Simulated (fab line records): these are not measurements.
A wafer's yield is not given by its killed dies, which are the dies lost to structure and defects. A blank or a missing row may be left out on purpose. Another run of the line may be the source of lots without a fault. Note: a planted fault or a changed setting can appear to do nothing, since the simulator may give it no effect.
fab line records | flow sky130
[record] lots = 11 wafers = 33 last_day = 50
route steps=708 shown CAPM@551 VIA3@574 METAL4@624 VIA4@659 PAD_OPEN@708
lots that met no fault: taken from a fault-free run of the same line
start_h: hours from the record's first day to the start of the lot's first wafer shown | wait_h: hours since the lot's step before | " the same as in the row above | L1.1+2: a single row standing in for several wafers | - no value, or no start given | * or withheld: withheld | < > ~ a bound
route shown NAME@n: names a module that has steps shown in the file, with the first one's number in the route | usual: mean/standard deviation taken from wafers without a fault | same: alike in all rows | chamber/n: place in a boat | sites: each site's reading | _std_site: their standard deviation | _edge_site: mean of outer sites minus mean of inner sites | radius_mm: for every site, how far away it sits from the centre of the wafer | mask NAME#n: copy n | behind: the tool/chamber that last shaped the wafer | hold: why the lot went on hold/how many hours it stayed there/how the hold came to an end | device: transistor that didn't switch, given as n, p or np | end of line: the same wafers' tests at the end of the route | for a step that has no rows: nothing shown but its recipe | killed: dies that structure and defects cost at the first sort, which is not the same as the wafer's yield | map: dies across one wafer; x = killed, . = not, _ = none there
set.NAME: the setting that was run; set.NAME@STEP: the one run at that earlier step | model.NAME: the simulator's own value behind a step, which no gauge read
steps of the route over a sample of lots; a table a step, a row a wafer
services: when a tool's chamber went out of use (start_h, in hours from the record's first day, below 0 if earlier), for how many hours, and the reason
[[steps]]
[step SKY_CAPM_STRIP_14]
[recipe] chemistry = O2/N2 power_w = 1400 pressure_mtorr = 1500 platen_temp_c = withheld o2_flow_sccm = 3000 n2_flow_sccm = 300 overash_fraction = 0.5
[usual] chamber_pressure_mTorr = 1499.8/1.4 drypump_motor_current_A = 5.6/0.42 n2_flow_sccm = 300.0/0.88 oes_product_au = 0.710/0.0044 strip_time_to_endpoint_s = 12.66/0.051
// columns lot.wafer tool chamber start_h wait_h chamber_pressure_mTorr drypump_motor_current_A n2_flow_sccm oes_product_au rf_hours_counter_h strip_time_to_endpoint_s
L492.2 plasma_asher-04 1 869.00 0.1 1497.5 4.9 298.2 0.707 14 12.69
L492.4 " 1 " " 1499.7 5.0 298.2 0.711 - 12.67
L492.5 " 1 " " 1502.7 5.0 299.2 0.711 - 12.65
L494.3 plasma_asher-03 0 895.18 0.1 1498.0 6.1 300.7 0.701 - 12.69
L494.4 " 1 " " 1500.2 5.3 300.4 0.711 - 12.75
L494.6 " 0 " " 1499.7 6.1 300.4 0.705 - 12.73
L495.1 plasma_asher-01 0 896.45 0.1 1497.7 5.2 299.8 0.710 46 12.76
L495.2 " 1 " " 1499.3 6.1 300.2 0.717 46 12.78
L495.4 " 0 " " 1497.4 5.2 300.8 0.706 - 12.78
L496.2 plasma_asher-01 0 904.85 0.1 1500.4 5.2 299.5 0.711 47 12.72
L496.3 " 0 " " 1500.5 5.2 300.3 0.704 - 12.65
L496.4 " 1 " " 1498.8 6.0 299.7 0.712 - 12.75
L497.1 plasma_asher-03 1 915.42 0.1 1498.5 5.3 300.6 0.712 76 12.62
L497.4 " 1 " " 1496.4 5.4 300.2 0.713 - 12.59
L497.5 " 0 " " 1498.0 6.1 300.6 0.719 - 12.54
L498.2 plasma_asher-04 1 925.23 0.1 1500.1 5.0 300.5 0.714 20 12.72
L498.3 " 1 " " 1500.1 5.0 300.0 0.713 - 12.67
L498.4 " 0 " " 1501.0 5.6 300.0 0.717 - 12.69
L499.1 plasma_asher-04 0 932.28 0.1 1498.0 5.6 298.5 0.707 20 12.65
L499.2 " 1 " " 1499.7 5.0 299.3 0.714 20 12.70
L499.4 " 0 " " 1500.1 5.6 300.0 0.716 - 12.69
L500.1 plasma_asher-04 0 937.63 0.1 1503.0 5.6 301.2 0.710 21 12.57
L500.3 " 1 " " 1500.8 5.0 299.9 0.711 - 12.61
L500.6 " 0 " " 1501.2 5.6 300.6 0.702 - 12.69
L507.1 plasma_asher-01 1 983.57 0.1 1499.5 6.0 299.8 0.713 54 12.65
L507.5 " 0 " " 1502.2 5.2 298.7 0.713 - 12.62
L507.6 " 1 " " 1498.0 6.0 300.0 0.714 - 12.63
L512.1 plasma_asher-03 0 1016.62 0.1 1499.0 6.1 300.1 0.709 84 12.64
L512.3 " 1 " " 1499.4 5.4 299.5 0.713 - 12.62
L512.6 " 1 " " 1502.1 5.3 300.1 0.707 - 12.62
L513.1 plasma_asher-03 0 1030.27 0.1 1500.4 6.1 299.9 0.708 85 12.57
L513.4 " 0 " " 1498.3 6.1 299.6 0.710 - 12.61
L513.5 " 0 " " 1496.4 6.1 300.1 0.717 - 12.62
[step SKY_VIA3_THK_MEAS_01]
[recipe] reads = SiO2_of_VIA3_HDPCVD_00
[usual] VIA3_HDPCVD_THK = 1641/15
// columns lot.wafer tool chamber start_h wait_h VIA3_HDPCVD_THK[nm]
L492.2 film_metro-04 - 896.76 0.1 1629
L492.4 " - " " 1627
L492.5 " - " " 1657
L494.3 film_metro-03 - 921.97 0.1 1656
L494.4 " - " " 1646
L494.6 " - " " 1636
L495.1 film_metro-02 - 923.27 0.1 1643
L495.2 " - " " 1635
L495.4 " - " " 1652
L496.2 film_metro-03 - 931.47 0.1 1649
L496.3 " - " " 1676
L496.4 " - " " 1660
L497.1 film_metro-02 - 940.94 0.1 1659
L497.4 " - " " 1647
L497.5 " - " " 1665
L498.2 film_metro-04 - 951.59 0.1 1645
L498.3 " - " " 1639
L498.4 " - " " 1641
L499.1 film_metro-02 - 958.19 0.1 1648
L499.2 " - " " 1648
L499.4 " - " " 1648
L500.1 film_metro-03 - 963.78 0.1 1646
L500.3 " - " " 1631
L500.6 " - " " 1621
L507.1 film_metro-02 - 1008.53 0.1 1653
L507.5 " - " " 1650
L507.6 " - " " 1660
L512.1 film_metro-03 - 1041.22 0.1 1626
L512.3 " - " " 1611
L512.6 " - " " 1619
L513.1 film_metro-02 - 1054.25 0.1 1643
L513.4 " - " " 1634
L513.5 " - " " 1633
[step SKY_METAL4_COAT_08]
[recipe] resist = KrF-thick spin_rpm = 3000 resist_thk_nm = 1140
[usual] exhaust_pa = 45.0/0.97
// columns lot.wafer tool chamber start_h wait_h exhaust_pa
L492.2 litho_track-03 0 961 - 44.6
L492.4 " 0 " " 45.0
L492.5 " 0 " " 44.6
L494.3 litho_track-01 0 984 - 44.0
L494.4 " 0 " " 44.5
L494.6 " 0 985 - 44.2
L495.1 litho_track-01 0 986 - 44.3
L495.2 " 0 " " 42.8
L495.4 " 0 " " 44.9
L496.2 litho_track-01 0 993 - 45.5
L496.3 " 0 " " 45.6
L496.4 " 0 " " 46.1
L497.1 litho_track-04 0 1002 - 43.7
L497.4 " 0 " " 44.1
L497.5 " 0 " " 45.8
L498.2 litho_track-01 0 1013 - 44.2
L498.3 " 0 " " 43.7
L498.4 " 0 " " 44.4
L499.1 litho_track-01 0 1020 - 44.5
L499.2 " 0 " " 45.3
L499.4 " 0 " " 43.7
L500.1 litho_track-03 0 1025 - 44.9
L500.3 " 0 " " 45.5
L500.6 " 0 " " 43.3
L507.1 litho_track-03 0 1067 - 45.7
L507.5 " 0 " " 43.5
L507.6 " 0 " " 45.2
L512.1 litho_track-03 0 1097 - 43.6
L512.3 " 0 " " 44.3
L512.6 " 0 " " 44.5
L513.1 litho_track-03 0 1109 - 45.7
L513.4 " 0 " " 46.7
L513.5 " 0 " " 46.1
[step SKY_METAL4_STRIP_19]
[recipe] chemistry = O2/N2 power_w = 1400 pressure_mtorr = 1500 platen_temp_c = withheld o2_flow_sccm = 3000 n2_flow_sccm = 300 overash_fraction = 0.5
[usual] chamber_pressure_mTorr = 1500.1/1.4 drypump_motor_current_A = 5.6/0.42 n2_flow_sccm = 300.1/0.94 oes_product_au = 0.501/0.0053 strip_time_to_endpoint_s = 6.50/0.071
// columns lot.wafer tool chamber start_h wait_h chamber_pressure_mTorr drypump_motor_current_A n2_flow_sccm oes_product_au rf_hours_counter_h strip_time_to_endpoint_s
L492.2 plasma_asher-01 0 974.42 0.2 1500.6 5.2 301.4 0.500 53 6.59
L492.4 " 0 " " 1501.0 5.2 300.5 0.508 - 6.68
L492.5 " 1 " " 1501.9 6.1 301.3 0.509 - 6.58
L494.3 plasma_asher-01 1 997.42 0.2 1500.2 6.0 299.5 0.497 - 6.48
L494.4 " 0 " " 1501.4 5.2 298.6 0.494 - 6.44
L494.6 " 0 " " 1501.6 5.2 299.0 0.499 - 6.48
L495.1 plasma_asher-01 1 999.08 0.1 1499.8 6.0 300.9 0.495 56 6.48
L495.2 " 0 " " 1499.6 5.2 299.9 0.502 56 6.42
L495.4 " 1 " " 1500.8 6.0 299.0 0.496 - 6.49
L496.2 plasma_asher-03 0 1005.69 0.1 1500.3 6.1 299.3 0.503 83 6.63
L496.3 " 0 " " 1500.0 6.1 299.3 0.507 - 6.68
L496.4 " 1 " " 1501.2 5.3 299.3 0.502 - 6.61
L497.1 plasma_asher-03 1 1014.24 0.1 1499.6 5.4 300.1 0.499 83 6.52
L497.4 " 1 " " 1499.3 5.4 299.6 0.498 - 6.35
L497.5 " 0 " " 1497.8 6.1 299.5 0.507 - 6.47
L498.2 plasma_asher-01 0 1026.20 0.1 1500.3 5.2 301.0 0.492 59 6.44
L498.3 " 1 " " 1501.3 6.1 298.6 0.499 - 6.49
L498.4 " 0 " " 1500.4 5.2 299.9 0.500 - 6.47
L499.1 plasma_asher-04 0 1032.42 0.1 1498.2 5.6 299.4 0.512 31 6.87
L499.2 " 1 " " 1501.7 5.0 299.2 0.499 31 6.50
L499.4 " 1 " " 1500.6 5.0 298.4 0.503 - 6.50
L500.1 plasma_asher-03 0 1037.57 0.3 1499.1 6.1 301.1 0.509 86 6.51
L500.3 " 0 " " 1500.1 6.1 299.2 0.504 - 6.50
L500.6 " 0 " " 1498.4 6.1 299.1 0.499 - 6.55
L507.1 plasma_asher-04 0 1078.67 0.1 1498.4 5.6 300.9 0.498 36 6.53
L507.5 " 1 " " 1499.9 5.0 300.2 0.500 - 6.45
L507.6 " 0 " " 1497.5 5.6 301.8 0.500 - 6.52
L512.1 plasma_asher-03 0 1108.19 0.1 1503.6 6.1 298.5 0.494 92 6.36
L512.3 " 1 " " 1498.7 5.4 299.0 0.502 - 6.47
L512.6 " 0 " " 1501.5 6.1 299.1 0.502 - 6.47
L513.1 plasma_asher-03 1 1119.00 0.1 1500.7 5.4 302.0 0.503 93 6.48
L513.4 " 0 " " 1499.2 6.1 301.7 0.502 - 6.49
L513.5 " 0 " " 1500.5 6.1 300.7 0.501 - 6.49
[step SKY_VIA4_THK_MEAS_20]
[recipe] thk_meas_gauge = xrf reads = W_of_VIA4_CVD_18
[usual] VIA4_W_THK = 507/14
// columns lot.wafer tool chamber start_h wait_h VIA4_W_THK[nm]
L492.2 film_metro-02 - 1000.42 0.1 505
L492.4 " - " " 505
L492.5 " - " " 501
L494.3 film_metro-04 - 1022.66 0.1 503
L494.4 " - " " 501
L494.6 " - " " 495
L495.1 film_metro-01 - 1024.17 0.1 509
L495.2 " - " " 513
L495.4 " - " " 511
L496.2 film_metro-04 - 1030.30 0.1 503
L496.3 " - " " 503
L496.4 " - " " 499
L497.1 film_metro-01 - 1038.54 0.1 502
L497.4 " - " " 507
L497.5 " - " " 509
L498.2 film_metro-02 - 1050.29 0.1 501
L498.3 " - " " 507
L498.4 " - " " 503
L499.1 film_metro-02 - 1057.09 0.1 502
L499.2 " - " " 494
L499.4 " - " " 492
L500.1 film_metro-02 - 1061.04 0.1 498
L500.3 " - " " 495
L500.6 " - " " 495
L507.1 film_metro-01 - 1100.64 0.1 495
L507.5 " - " " 502
L507.6 " - " " 502
L512.1 film_metro-01 - 1129.92 0.1 540
L512.3 " - " " 536
L512.6 " - " " 538
L513.1 film_metro-01 - 1140.19 0.1 499
L513.4 " - " " 500
L513.5 " - " " 500
[step SKY_PAD_OPEN_PROBE_99]
[usual] defect_limited_yield = 82.7/2 killed_at_M0_to_M3 = 42/7.7 killed_at_M4_up = 3.1/1.9 killed_at_contacts = 24/4.9 killed_at_front_end = 15/4.6 killed_at_other = 0.3/0.51 killed_dies = 85/9.9 killed_open = 47/7.1 killed_short = 38/6.7 sort_bin_3_pad_short = 0.9/0.46 sort_bin_5_function = 10.1/1.5 sort_bin_6_memory = 6.3/1.1 sort_n_pass = 407/9.9 sort_yield_pct = 82.7/2
[same] gross_dies = 492 killed_at_back_side = 0 sort_bin_4_leakage[%] = 0 sort_bin_8_speed[%] = 0
// columns lot.wafer tool chamber start_h wait_h defect_limited_yield[%] killed_at_M0_to_M3 killed_at_M4_up killed_at_contacts killed_at_front_end killed_at_other killed_dies killed_open killed_short sort_bin_3_pad_short[%] sort_bin_5_function[%] sort_bin_6_memory[%] sort_n_pass sort_yield_pct[%]
L512.1 prober-01 - 1185.81 0.1 85.0 27 5 21 21 0 74 39 34 0.6 7.7 6.7 418 85.0
L512.3 prober-01 - 1185.91 0.2 85.0 32 6 22 13 1 74 36 37 1.4 7.9 5.7 418 85.0
L512.6 prober-01 - 1186.06 0.2 83.9 37 4 24 13 1 79 35 43 0.8 10.4 4.9 413 83.9
// killed by level:class
L512.1 CONTACT:geometric_particle:open=11 POLY_GATE:geometric_particle:open=5 VIA2:geometric_particle:open=5 POLY_GATE:geometric_particle:short=4 CONTACT:geometric_particle:short=4 VIA2:geometric_particle:short=4 FIELD_ISO:geometric_particle:short=3 LOCAL_INTERCONNECT:geometric_particle:short=3
L512.3 CONTACT:geometric_particle:open=17 METAL3:geometric_particle:short=7 VIA1:geometric_particle:short=5 VIA1:geometric_particle:open=4 METAL2:geometric_particle:short=4 METAL4:geometric_particle:short=4 FIELD_ISO:geometric_particle:short=3 VIA2:geometric_particle:open=3
L512.6 CONTACT:geometric_particle:open=9 VIA2:geometric_particle:open=8 VIA1:geometric_particle:open=8 FIELD_ISO:geometric_particle:short=6 CONTACT:geometric_particle:short=6 POLY_GATE:geometric_particle:short=5 LOCAL_INTERCONNECT:geometric_particle:short=5 METAL2:geometric_particle:short=5
[[services]]
// columns tool chamber start_h hours kind
plasma_asher-01 - 846.64 14.6 pm
plasma_asher-01 - 910.44 2.8 pm
plasma_asher-01 - 940.99 6.4 repair
plasma_asher-03 - 942.04 24.1 repair
plasma_asher-04 - 950.83 1.7 repair
plasma_asher-04 - 1039.85 5.7 repair
plasma_asher-01 - 1042.12 5.5 repair
plasma_asher-03 - 1059.28 12.8 pm
plasma_asher-01 - 1069.16 0.4 repair
plasma_asher-01 - 1091.55 2.4 repair
[[key]]
[first_sign] step = SKY_METAL4_STRIP_19 reading = strip_time_to_endpoint_s direction = up sigmas = 5.1 usual = * struck = *
effect none on later readings
met_at SKY_METAL4_COAT_08
struck_lots L499
struck_wafers L499.1
not_acting_at SKY_CAPM_STRIP_14,SKY_VIA3_THK_MEAS_01,SKY_VIA4_THK_MEAS_20
onset_between 1013 1020
[fault] kind = process_parameter_drift tool = litho_track-01 chamber = - onset_h = 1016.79 steps = SKY_METAL4_COAT_08 channel = resist_thk_nm offset = 32.485 shape = step end_h = 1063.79 scope = struck_wafers_only acts_in = these_recipes_only stated = 1140
